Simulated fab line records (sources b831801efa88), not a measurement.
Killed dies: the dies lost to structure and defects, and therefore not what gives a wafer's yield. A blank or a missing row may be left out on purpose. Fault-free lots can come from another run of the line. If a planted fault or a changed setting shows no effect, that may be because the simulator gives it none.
fab line records + flow sky130
record:
- lots: 6
- wafers: 18
- last_day: 49
route steps=708 shown GATE_OXIDE@191 POLY_GATE@204 PAD_OPEN@708
lots untouched by any fault: they come from a run of this same line in which no faults occurred
start_h: hours from the record's opening day to when the first of the lot's shown wafers began + wait_h: time in hours since the lot's previous step + " same as the row above + L1.1+2: a row that stands for several wafers + - value missing, or start not given + * or withheld: withheld + < > ~ a bound
route shown NAME@n: NAME is a module with steps in the file, n the number in the route of the first one + usual: average and standard deviation across the fault-free wafers + same: alike in all rows + chamber/n: place in a boat + sites: the reading at each site + _std_site: standard deviation across them + _edge_site: outer sites' mean less inner sites' + radius_mm: for every site, how far away it sits from the centre of the wafer + mask NAME#n: copy n + behind: the most recent tool/chamber to have shaped the wafer + hold: reason for holding the lot/hours on hold/outcome of the hold + device: names the non-switching transistor (n, p or np) + end of line: tests run on the same wafers once the route is complete + a step without rows: its recipe alone + killed: dies that structure and defects cost at the first sort, which is not the same as the wafer's yield + map: dies across one wafer; x = killed, . = not, _ = none there
set.NAME: the setting as run; set.NAME@STEP: as run at that earlier step + model.NAME: the simulator's own value behind a step, which no gauge read
lots seen at some steps along the route; tables by step, rows by wafer
services: a tool's chamber out of use, with start hour (start_h, from the record's first day; less than 0 if before it), hours out, and reason
== steps ==
step: SKY_GATE_OXIDE_HMDS_04
recipe:
- prime_time_s: 60
- prime_temp_c: 120
step: SKY_GATE_OXIDE_COAT_05
recipe:
- resist: NOVOLAK
- spin_rpm: 3000
- resist_thk_nm: 1140
step: SKY_GATE_OXIDE_SOFTBAKE_06
recipe:
- temp_c: 90
- time_s: 60
- resist: NOVOLAK
step: SKY_GATE_OXIDE_EXPOSE_07
recipe:
- mask_id: LVOM
- na: 0.6
- source_shape: conventional
- sigma_outer: 0.6
- polarization: unpolarized
- target_cd_nm: 600
- dose_mj: 170
step: SKY_GATE_OXIDE_PEB_08
recipe:
- temp_c: withheld
- time_s: *
- resist: NOVOLAK
step: SKY_GATE_OXIDE_DEVELOP_09
recipe:
- resist: NOVOLAK
- developer: TMAH
- develop_time_s: 60
- dev_temp_c: 23
step: SKY_GATE_OXIDE_OVL_MEAS_10
usual:
- GATE_OXIDE_OVL: 0.2/1.8
| lot.wafer | tool       | chamber | start_h | wait_h | GATE_OXIDE_OVL[nm] |
|-----------|------------|---------|---------|--------|--------------------|
| L266.2    | overlay-01 | -       | 319.85  | 0.1    | 2.1                |
| L266.3    | "          | -       | "       | "      | 3.1                |
| L266.4    | "          | -       | "       | "      | 2.1                |
| L267.1    | overlay-02 | -       | 334.45  | 0.1    | -2.4               |
| L267.2    | "          | -       | "       | "      | -3.7               |
| L267.3    | "          | -       | "       | "      | -2.3               |
| L272.1    | overlay-01 | -       | 378.39  | 0.1    | 0.3                |
| L272.3    | "          | -       | "       | "      | 1.2                |
| L272.6    | "          | -       | "       | "      | 0.0                |
| L273.3    | overlay-01 | -       | 384.25  | 0.1    | 4.0                |
| L273.4    | "          | -       | "       | "      | 1.9                |
| L273.6    | "          | -       | "       | "      | 1.7                |
| L283.3    | overlay-01 | -       | 476.65  | 0.1    | -0.6               |
| L283.4    | "          | -       | "       | "      | -0.1               |
| L283.5    | "          | -       | "       | "      | -1.4               |
| L284.4    | overlay-02 | -       | 478.10  | 0.1    | -2.0               |
| L284.5    | "          | -       | "       | "      | -2.3               |
| L284.6    | "          | -       | "       | "      | -2.8               |
step: SKY_GATE_OXIDE_IMPLANT_11
recipe:
- species: B
- energy_kev: 10
- dose_cm2: 2.6e+12
- tilt_deg: withheld
step: SKY_GATE_OXIDE_WET_ETCH_12
recipe:
- chemistry: dHF
- target_depth_nm: 16.8
- dry: n2_spin
- target: SiO2
- dilution: 100:1
- temp_c: 25
- time_s: 336
step: SKY_GATE_OXIDE_STRIP_13
recipe:
- chemistry: O2/N2
- power_w: 1400
- pressure_mtorr: 1500
- platen_temp_c: withheld
- o2_flow_sccm: 3000
- n2_flow_sccm: 300
- overash_fraction: 0.5
usual:
- drypump_motor_current_A: 5.9/0.44
- oes_product_au: 0.715/0.0047
- strip_time_to_endpoint_s: 14.18/0.037
| lot.wafer | tool            | chamber | start_h | wait_h | drypump_motor_current_A | oes_product_au | rf_hours_counter_h | strip_time_to_endpoint_s |
|-----------|-----------------|---------|---------|--------|-------------------------|----------------|--------------------|--------------------------|
| L266.2    | plasma_asher-01 | 1       | 320.14  | 0.0    | 6.5                     | 0.708          | 20                 | 14.16                    |
| L266.3    | "               | 1       | "       | "      | 6.5                     | 0.718          | -                  | 14.20                    |
| L266.4    | "               | 0       | "       | "      | 5.7                     | 0.708          | -                  | 14.25                    |
| L267.1    | plasma_asher-04 | 1       | 334.74  | 0.0    | 5.2                     | 0.724          | 52                 | 14.20                    |
| L267.2    | "               | 0       | "       | "      | 6.3                     | 0.715          | 52                 | 14.21                    |
| L267.3    | "               | 0       | "       | "      | 6.3                     | 0.713          | -                  | 14.20                    |
| L272.1    | plasma_asher-01 | 0       | 378.67  | 0.0    | 5.8                     | 0.719          | 26                 | 14.18                    |
| L272.3    | "               | 1       | "       | "      | 6.6                     | 0.709          | -                  | 14.17                    |
| L272.6    | "               | 0       | "       | "      | 5.7                     | 0.714          | -                  | 14.16                    |
| L273.3    | plasma_asher-01 | 1       | 384.56  | 0.0    | 6.5                     | 0.714          | -                  | 14.20                    |
| L273.4    | "               | 0       | "       | "      | 5.7                     | 0.716          | -                  | 14.17                    |
| L273.6    | "               | 0       | "       | "      | 5.7                     | 0.710          | -                  | 14.19                    |
| L283.3    | plasma_asher-03 | 0       | 476.96  | 0.0    | 6.0                     | 0.707          | -                  | 14.18                    |
| L283.4    | "               | 1       | "       | "      | 6.0                     | 0.714          | -                  | 14.19                    |
| L283.5    | "               | 0       | "       | "      | 6.0                     | 0.714          | -                  | 14.18                    |
| L284.4    | plasma_asher-03 | 0       | 478.42  | 0.0    | 6.0                     | 0.710          | -                  | 14.20                    |
| L284.5    | "               | 1       | "       | "      | 6.0                     | 0.714          | -                  | 14.19                    |
| L284.6    | "               | 0       | "       | "      | 6.0                     | 0.715          | -                  | 14.16                    |
step: SKY_GATE_OXIDE_TW_MEAS_14
usual:
- GATE_OXIDE_TW: 224.6/1.4
| lot.wafer | tool          | chamber | start_h | wait_h | GATE_OXIDE_TW |
|-----------|---------------|---------|---------|--------|---------------|
| L266.2    | film_metro-03 | -       | 320.25  | 0.1    | 222.0         |
| L266.3    | "             | -       | "       | "      | 221.0         |
| L266.4    | "             | -       | "       | "      | 220.4         |
| L267.1    | film_metro-02 | -       | 334.84  | 0.1    | 226.3         |
| L267.2    | "             | -       | "       | "      | 224.7         |
| L267.3    | "             | -       | "       | "      | 225.5         |
| L272.1    | film_metro-03 | -       | 378.77  | 0.1    | 222.6         |
| L272.3    | "             | -       | "       | "      | 223.3         |
| L272.6    | "             | -       | "       | "      | 221.2         |
| L273.3    | film_metro-02 | -       | 384.64  | 0.1    | 224.9         |
| L273.4    | "             | -       | "       | "      | 225.4         |
| L273.6    | "             | -       | "       | "      | 223.7         |
| L283.3    | film_metro-01 | -       | 477.05  | 0.1    | 226.2         |
| L283.4    | "             | -       | "       | "      | 224.3         |
| L283.5    | "             | -       | "       | "      | 225.8         |
| L284.4    | film_metro-03 | -       | 478.51  | 0.1    | 222.2         |
| L284.5    | "             | -       | "       | "      | 223.2         |
| L284.6    | "             | -       | "       | "      | 223.9         |
step: SKY_GATE_OXIDE_CLEAN_15
recipe:
- chemistry: SC1/SC2
- mix: 1:4:20
- temp_c: 70
- time_s: 150
- dry: n2_spin
step: SKY_GATE_OXIDE_OXIDATION_16
recipe:
- temp_c: 800
- ambient: O2
- idle_temp_c: 700
- ramp_up_c_per_min: 10
- ramp_down_c_per_min: 3
- stabilise_s: 600
- purge_s: 300
- target_thk_a: 35.7
- ox_time_s: 1915
usual:
- ox_temp_c_max: 803.2/0.82
- spike_tc_centre_C: 801.2/1.3
| lot.wafer | tool       | chamber | start_h | wait_h | ox_temp_c_max | spike_tc_centre_C | model.SiO2_of_GATE_OXIDE_OXIDATION_01.thk_nm |
|-----------|------------|---------|---------|--------|---------------|-------------------|----------------------------------------------|
| L266.2    | furnace-02 | 0       | 320.60  | 0.2    | 803.3         | 799.5             | 11.3                                         |
| L266.3    | "          | 0       | "       | "      | 803.4         | 803.0             | 11.4                                         |
| L266.4    | "          | 0       | "       | "      | 804.2         | 803.4             | 11.38                                        |
| L267.1    | furnace-02 | 0       | 335.00  | 0.0    | 803.9         | 803.2             | 11.34                                        |
| L267.2    | "          | 0       | "       | "      | 803.6         | 802.6             | 11.21                                        |
| L267.3    | "          | 0       | "       | "      | 802.8         | 800.3             | 11.22                                        |
| L272.1    | furnace-02 | 0       | 380.60  | 1.7    | 803.5         | 802.8             | 11.18                                        |
| L272.3    | "          | 0       | "       | "      | 804.6         | 803.1             | 11.32                                        |
| L272.6    | "          | 0       | "       | "      | 802.9         | 801.6             | 11.25                                        |
| L273.3    | furnace-02 | 0       | 387.63  | 2.9    | 803.4         | 801.2             | 11.46                                        |
| L273.4    | "          | 0       | "       | "      | 804.3         | 802.5             | 11.45                                        |
| L273.6    | "          | 0       | "       | "      | 803.6         | 800.6             | 11.34                                        |
| L283.3    | furnace-01 | 0       | 477.14  | 0.0    | 801.7         | 800.4             | 11.86                                        |
| L283.4    | "          | 0       | "       | "      | 802.5         | 801.7             | 11.97                                        |
| L283.5    | "          | 0       | "       | "      | 802.3         | 800.7             | 11.86                                        |
| L284.4    | furnace-01 | 0       | 478.68  | 0.1    | 802.5         | 800.8             | 11.51                                        |
| L284.5    | "          | 0       | "       | "      | 802.9         | 798.5             | 11.48                                        |
| L284.6    | "          | 0       | "       | "      | 801.7         | 801.6             | 11.45                                        |
step: SKY_POLY_GATE_CVD_00
recipe:
- material: poly-Si
- target_thk_nm: 180
- temp_c: 620
- time_s: 720
- pressure_mtorr: 200
step: SKY_PAD_OPEN_PROBE_99
usual:
- killed_at_M0_to_M3: 44/6.4
- killed_at_M4_up: 3.4/2.1
- killed_at_contacts: 23/5
- killed_at_front_end: 15/4.5
- killed_at_other: 0.3/0.54
- killed_dies: 86/9.5
- killed_open: 48/6.9
- killed_short: 38/5.9
same:
- gross_dies: 492
- killed_at_back_side: 0
| lot.wafer | tool      | chamber | start_h | wait_h | killed_at_M0_to_M3 | killed_at_M4_up | killed_at_contacts | killed_at_front_end | killed_at_other | killed_dies | killed_open | killed_short | model.etest.pfet_01v8.r_on_ohm_um | model.etest.nfet_01v8.r_on_ohm_um | model.etest.nfet_01v8_lvt.drive_ua_um | model.etest.nfet_01v8_turned.drive_ua_um | model.etest.nfet_01v8_swapped.drive_ua_um | model.etest.nfet_01v8.drive_ua_um | model.etest.sram_nfet_pass.drive_ua_um | model.etest.nfet_g5v0d10v5.drive_ua_um |
|-----------|-----------|---------|---------|--------|--------------------|-----------------|--------------------|---------------------|-----------------|-------------|-------------|--------------|-----------------------------------|-----------------------------------|---------------------------------------|------------------------------------------|-------------------------------------------|-----------------------------------|----------------------------------------|----------------------------------------|
| L266.2    | prober-01 | -       | 1083.86 | 0.1    | 54                 | 2               | 15                 | 11                  | 1               | 83          | 45          | 38           | 2930                              | 825.9                             | 578.4                                 | 506.5                                    | 506.1                                     | 507                               | 488.8                                  | 619.9                                  |
| L266.3    | prober-01 | -       | 1083.91 | 0.2    | 46                 | 2               | 22                 | 16                  | 0               | 86          | 43          | 43           | 2898                              | 803.1                             | 599.2                                 | 528.3                                    | 529                                       | 525.2                             | 505.1                                  | 621                                    |
| L266.4    | prober-01 | -       | 1083.96 | 0.2    | 45                 | 2               | 18                 | 15                  | 2               | 82          | 42          | 39           | 2828                              | 812.4                             | 590.9                                 | 519.9                                    | 517.3                                     | 519.9                             | 502.5                                  | 616.7                                  |
| L267.1    | prober-01 | -       | 1094.73 | 0.1    | 38                 | 2               | 27                 | 11                  | 0               | 78          | 45          | 33           | 2831                              | 818.2                             | 587                                   | 511.7                                    | 515.5                                     | 511.2                             | 507.8                                  | 617.7                                  |
| L267.2    | prober-01 | -       | 1094.78 | 0.1    | 38                 | 4               | 16                 | 17                  | 0               | 75          | 45          | 30           | 2876                              | 831.8                             | 581.2                                 | 518.1                                    | 514.9                                     | 515.3                             | 497.9                                  | 624.7                                  |
| L267.3    | prober-01 | -       | 1094.83 | 0.2    | 49                 | 5               | 24                 | 9                   | 0               | 87          | 45          | 42           | 2812                              | 831.3                             | 580.4                                 | 517.2                                    | 512.3                                     | 510.9                             | 499.9                                  | 620.9                                  |
| L272.1    | prober-02 | -       | 1126.73 | 0.1    | 38                 | 0               | 29                 | 14                  | 0               | 81          | 44          | 37           | 2832                              | 802.6                             | 599.5                                 | 527                                      | 523.1                                     | 526.2                             | 523.5                                  | 622.2                                  |
| L272.3    | prober-02 | -       | 1126.83 | 0.2    | 47                 | 2               | 34                 | 8                   | 1               | 92          | 63          | 29           | 2818                              | 806.3                             | 607.7                                 | 532                                      | 531.2                                     | 533.3                             | 516.9                                  | 620.6                                  |
| L272.6    | prober-02 | -       | 1126.98 | 0.2    | 39                 | 4               | 26                 | 11                  | 0               | 80          | 42          | 38           | 2803                              | 802.4                             | 613.4                                 | 539.6                                    | 542.6                                     | 535.4                             | 528.4                                  | 624.9                                  |
| L273.3    | prober-01 | -       | 1133.52 | 0.2    | 41                 | 2               | 19                 | 11                  | 0               | 73          | 41          | 32           | 2748                              | 763.8                             | 628.1                                 | 564.8                                    | 566.2                                     | 565.4                             | 528.7                                  | 615.5                                  |
| L273.4    | prober-01 | -       | 1133.57 | 0.2    | 41                 | 5               | 24                 | 16                  | 2               | 88          | 49          | 37           | 2800                              | 795                               | 610.8                                 | 540                                      | 547.1                                     | 539.2                             | 526.2                                  | 616.2                                  |
| L273.6    | prober-01 | -       | 1133.67 | 0.2    | 43                 | 4               | 25                 | 22                  | 0               | 94          | 58          | 35           | 2791                              | 786.8                             | 622.6                                 | 551.5                                    | 549.3                                     | 551.4                             | 525                                    | 617.2                                  |
| L283.3    | prober-01 | -       | 1182.39 | 0.2    | 50                 | 3               | 20                 | 14                  | 0               | 87          | 45          | 42           | 2947                              | 835                               | 575.4                                 | 504                                      | 508.6                                     | 505.9                             | 490.3                                  | 584.7                                  |
| L283.4    | prober-01 | -       | 1182.44 | 0.2    | 36                 | 3               | 34                 | 10                  | 0               | 83          | 50          | 33           | 2901                              | 831                               | 571.5                                 | 503                                      | 501.3                                     | 507.2                             | 481.2                                  | 587.7                                  |
| L283.5    | prober-01 | -       | 1182.49 | 0.2    | 38                 | 5               | 21                 | 15                  | 0               | 79          | 44          | 35           | 2947                              | 844.2                             | 565.5                                 | 498.6                                    | 502.1                                     | 496.8                             | 489.5                                  | 588.7                                  |
| L284.4    | prober-02 | -       | 1184.65 | 0.2    | 45                 | 7               | 23                 | 11                  | 0               | 86          | 43          | 43           | 2938                              | 835.1                             | 576.8                                 | 502                                      | 499.5                                     | 500.6                             | 491.8                                  | 614.3                                  |
| L284.5    | prober-02 | -       | 1184.70 | 0.2    | 49                 | 1               | 25                 | 20                  | 0               | 95          | 54          | 41           | 2919                              | 824.1                             | 577.8                                 | 509.2                                    | 510.6                                     | 508.1                             | 487.2                                  | 609.4                                  |
| L284.6    | prober-02 | -       | 1184.75 | 0.2    | 40                 | 4               | 26                 | 10                  | 1               | 81          | 48          | 33           | 2885                              | 814.9                             | 584.6                                 | 517.7                                    | 517.4                                     | 514.6                             | 513.4                                  | 613.2                                  |
killed by level:class
L266.2 VIA2:geometric_particle:open=9 VIA3:geometric_particle:open=8 VIA1:geometric_particle:open=7 METAL2:geometric_particle:short=7 METAL1:geometric_particle:short=6 LI_CONTACT:geometric_particle:short=5 VIA1:geometric_particle:short=5 CONTACT:geometric_particle:open=4
L266.3 VIA3:geometric_particle:open=11 LI_CONTACT:geometric_particle:short=7 VIA1:geometric_particle:open=7 METAL2:geometric_particle:short=6 VIA2:geometric_particle:open=6 FIELD_ISO:geometric_particle:short=5 POLY_GATE:geometric_particle:open=5 VIA1:geometric_particle:short=5
L266.4 VIA1:geometric_particle:open=10 LI_CONTACT:geometric_particle:open=9 VIA3:geometric_particle:open=7 VIA1:geometric_particle:short=6 METAL2:geometric_particle:short=5 LOCAL_INTERCONNECT:geometric_particle:short=5 METAL1:geometric_particle:short=5 FIELD_ISO:geometric_particle:short=4
L267.1 CONTACT:geometric_particle:open=10 VIA2:geometric_particle:open=7 LI_CONTACT:geometric_particle:open=7 VIA1:geometric_particle:open=6 FIELD_ISO:geometric_particle:open=5 LI_CONTACT:geometric_particle:short=4 VIA1:geometric_particle:short=4 METAL2:geometric_particle:short=4
L267.2 VIA1:geometric_particle:open=16 FIELD_ISO:geometric_particle:open=8 CONTACT:geometric_particle:short=7 CONTACT:geometric_particle:open=6 VIA1:geometric_particle:short=5 POLY_GATE:geometric_particle:open=4 METAL3:geometric_particle:short=3 VIA3:geometric_particle:open=3
L267.3 METAL2:geometric_particle:short=10 VIA2:geometric_particle:open=10 CONTACT:geometric_particle:open=7 VIA1:geometric_particle:open=7 LI_CONTACT:geometric_particle:open=6 METAL1:geometric_particle:short=6 METAL3:geometric_particle:short=5 CONTACT:geometric_particle:short=4
L272.1 VIA1:geometric_particle:open=10 CONTACT:geometric_particle:open=9 FIELD_ISO:geometric_particle:short=7 LI_CONTACT:geometric_particle:open=7 VIA2:geometric_particle:open=7 CONTACT:geometric_particle:short=6 METAL1:geometric_particle:short=6 LOCAL_INTERCONNECT:geometric_particle:short=4
L272.3 CONTACT:geometric_particle:open=16 VIA1:geometric_particle:open=14 VIA3:geometric_particle:open=10 LI_CONTACT:geometric_particle:open=7 CONTACT:geometric_particle:short=7 VIA2:geometric_particle:open=6 METAL1:geometric_particle:short=5 VIA3:geometric_particle:short=3
L272.6 LI_CONTACT:geometric_particle:open=10 VIA1:geometric_particle:open=9 VIA3:geometric_particle:open=7 POLY_GATE:geometric_particle:short=6 CONTACT:geometric_particle:open=6 VIA2:geometric_particle:open=6 LI_CONTACT:geometric_particle:short=5 VIA2:geometric_particle:short=5
L273.3 VIA1:geometric_particle:open=16 CONTACT:geometric_particle:open=9 FIELD_ISO:geometric_particle:short=7 VIA1:geometric_particle:short=6 METAL1:geometric_particle:short=4 VIA2:geometric_particle:open=3 LI_CONTACT:geometric_particle:open=3 LOCAL_INTERCONNECT:geometric_particle:short=3
L273.4 VIA2:geometric_particle:open=10 LI_CONTACT:geometric_particle:open=9 VIA1:geometric_particle:open=9 FIELD_ISO:geometric_particle:short=5 LOCAL_INTERCONNECT:geometric_particle:short=5 FIELD_ISO:geometric_particle:open=4 CONTACT:geometric_particle:open=4 POLY_GATE:geometric_particle:short=4
L273.6 LI_CONTACT:geometric_particle:open=12 VIA2:geometric_particle:open=10 VIA1:geometric_particle:open=8 FIELD_ISO:geometric_particle:open=7 CONTACT:geometric_particle:open=7 POLY_GATE:geometric_particle:open=6 METAL3:geometric_particle:short=6 VIA1:geometric_particle:short=5
L283.3 VIA1:geometric_particle:open=12 CONTACT:geometric_particle:open=9 VIA1:geometric_particle:short=8 VIA3:geometric_particle:open=6 METAL2:geometric_particle:short=5 FIELD_ISO:geometric_particle:short=4 POLY_GATE:geometric_particle:open=4 POLY_GATE:geometric_particle:short=4
L283.4 LI_CONTACT:geometric_particle:open=12 CONTACT:geometric_particle:open=9 POLY_GATE:geometric_particle:open=6 METAL1:geometric_particle:short=6 CONTACT:geometric_particle:short=6 VIA1:geometric_particle:open=6 VIA2:geometric_particle:open=6 VIA1:geometric_particle:short=5
L283.5 CONTACT:geometric_particle:open=12 VIA1:geometric_particle:open=12 METAL1:geometric_particle:short=5 VIA2:geometric_particle:open=4 POLY_GATE:geometric_particle:open=4 POLY_GATE:geometric_particle:short=4 METAL4:geometric_particle:short=4 FIELD_ISO:geometric_particle:open=3
L284.4 VIA1:geometric_particle:open=9 METAL2:geometric_particle:short=9 CONTACT:geometric_particle:open=8 VIA2:geometric_particle:open=7 METAL1:geometric_particle:short=7 LI_CONTACT:geometric_particle:open=6 VIA1:geometric_particle:short=6 METAL4:geometric_particle:short=6
L284.5 VIA3:geometric_particle:open=12 LI_CONTACT:geometric_particle:open=9 CONTACT:geometric_particle:open=9 VIA1:geometric_particle:short=6 VIA1:geometric_particle:open=6 METAL2:geometric_particle:short=5 FIELD_ISO:geometric_particle:open=4 FIELD_ISO:geometric_particle:short=4
L284.6 VIA1:geometric_particle:open=16 CONTACT:geometric_particle:open=11 VIA3:geometric_particle:open=8 LI_CONTACT:geometric_particle:open=5 CONTACT:geometric_particle:short=5 FIELD_ISO:geometric_particle:short=4 VIA1:geometric_particle:short=4 METAL4:geometric_particle:short=4
== services ==
| tool            | chamber | start_h | hours | kind   |
|-----------------|---------|---------|-------|--------|
| furnace-01      | -       | 329.82  | 2.3   | repair |
| plasma_asher-03 | -       | 332.32  | 1.4   | repair |
| furnace-01      | -       | 376.62  | 2.7   | pm     |
| furnace-01      | -       | 383.71  | 4.3   | pm     |
| plasma_asher-04 | -       | 421.64  | 14.6  | pm     |
| furnace-01      | -       | 471.27  | 3.8   | pm     |
| furnace-02      | -       | 475.04  | 2.2   | pm     |
== key ==
first_sign none at tools or gauges
model_effect:
- step: SKY_GATE_OXIDE_OXIDATION_16
- value: SiO2_of_GATE_OXIDE_OXIDATION_01.thk_nm
- without: 11.66
- struck: 11.33
model_effect:
- step: SKY_PAD_OPEN_PROBE_99
- value: etest.pfet_01v8.r_on_ohm_um
- without: 2925
- struck: 2799
met_at SKY_GATE_OXIDE_OXIDATION_16
struck_wafers L272.1,L272.3,L272.6,L273.3,L273.4,L273.6
tester_left_out L272,L273
onset_between 335.00 380.60
also_fits SKY_GATE_OXIDE_STRIP_13:plasma_asher-01
fault:
- kind: process_parameter_drift
- tool: furnace-02
- chamber: -
- onset_h: 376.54
- steps: SKY_GATE_OXIDE_OXIDATION_16
- channel: ox_time_s
- offset: *
- shape: step
- end_h: 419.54
- acts_in: *
- stated: *
tester_left_out: of these lots the tester's yield and bins aren't shown, on N5 and GAA mostly nor the transistor test; their killed dies are dies lost to structure and defects alone, not to doping, threshold or leakage, so they don't give the yield
